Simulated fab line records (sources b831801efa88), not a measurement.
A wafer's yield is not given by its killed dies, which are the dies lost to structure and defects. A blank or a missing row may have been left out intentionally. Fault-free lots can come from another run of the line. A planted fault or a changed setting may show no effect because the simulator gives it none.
2 desks looking at one fault + flow gf180mcu + only its own numbers are on each desk; what lay behind them is given at the end

## AT THE TOOL OWNER'S DESK: implanter-01
GF_VT_IMPLANT_IMPLANT_19, tool's own readings: per-lot mean of the sampled wafers with a number, covering each lot this tool ran. Any lot whose mean is over 4 standard deviations away from the usual mean is out of limits and marked OUT; that distance is given in the brackets.
Columns: A = beam_on_s at GF_VT_IMPLANT_IMPLANT_19, usual 10.00 s; B = faraday_current_uA at GF_VT_IMPLANT_IMPLANT_19, usual 24.5
| lot  | first seen here | A               | B               |
|------|-----------------|-----------------|-----------------|
| L309 | day 7 00:21     | 10.04           | 24.5            |
| L310 | day 7 06:39     | 9.99            | 24.5            |
| L312 | day 7 18:43     | 10.37           | 23.6            |
| L320 | day 9 17:10     | 9.39            | 26.3            |
| L322 | day 10 07:01    | 8.40 (-8.0) OUT | 29.3 (+9.8) OUT |
| L323 | day 10 14:24    | 9.25            | 26.7 (+4.5) OUT |
This desk finds L322, L323 out of limits, L322 being first, at day 10 07:01 (beam_on_s at GF_VT_IMPLANT_IMPLANT_19). In limits: L309, L310, L312, L320.

## METROLOGY DESK
Means of the sampled wafers that have a number, per lot and without regard to the tool the lot ran on: this is what the gauges read. Any lot whose mean is over 4 standard deviations away from the usual mean is out of limits and marked OUT; that distance is given in the brackets.
Columns: A = STI_CVD_03_THK at GF_STI_THK_MEAS_04, usual 207.7 nm; B = VT_IMPLANT_2_TW at GF_VT_IMPLANT_TW_MEAS_21, usual 1216; C = VT_IMPLANT_4_TW at GF_VT_IMPLANT_TW_MEAS_43, usual 691
| lot  | first seen here | A     | B               | C   |
|------|-----------------|-------|-----------------|-----|
| L306 | day 1 14:50     | 206.7 | 1226            | 702 |
| L307 | day 1 18:34     | 203.1 | 1209            | 678 |
| L309 | day 2 04:43     | 208.5 | 1232            | 691 |
| L310 | day 2 09:49     | 208.6 | 1199            | 697 |
| L312 | day 2 20:43     | 210.5 | 1214            | 699 |
| L313 | day 3 01:23     | 204.9 | 1194            | 698 |
| L314 | day 3 05:34     | 209.2 | 1223            | 690 |
| L315 | day 3 10:53     | 206.5 | 1225            | 689 |
| L316 | day 3 15:42     | 206.5 | 1215            | 688 |
| L320 | day 4 11:34     | 209.6 | 1200            | 684 |
| L322 | day 4 22:00     | 211.3 | 1142 (-6.2) OUT | 682 |
| L323 | day 5 02:34     | 209.3 | 1186            | 682 |
| L328 | day 6 04:58     | 208.4 | 1233            | 688 |
| L329 | day 6 08:34     | 207.0 | 1227            | 697 |
This desk finds L322 out of limits, with the earliest case on L322 at day 10 07:15 (VT_IMPLANT_2_TW at GF_VT_IMPLANT_TW_MEAS_21). In limits: L306, L307, L309, L310, L312, L313, L314, L315, L316, L320, L323, L328, L329.

## BROUGHT TOGETHER
At day 10 07:01, on L322, L323, the tool owner's desk was in a position to raise an alarm.
At day 10 07:15 the metrology desk could have sounded an alarm, on L322.
The metrology desk has L323 on record, within its limits.
Every lot named ran GF_VT_IMPLANT_IMPLANT_19 on implanter-01.

## WHAT HAD BEEN PUT IN BY THE SIMULATOR
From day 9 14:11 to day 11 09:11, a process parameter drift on implanter-01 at GF_VT_IMPLANT_IMPLANT_19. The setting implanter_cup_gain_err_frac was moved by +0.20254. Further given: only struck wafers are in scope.
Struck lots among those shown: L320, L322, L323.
Delay (hours) between the fault's onset and each desk's first out-of-limits reading: 17 at the tool owner's desk, 17 at the metrology desk.
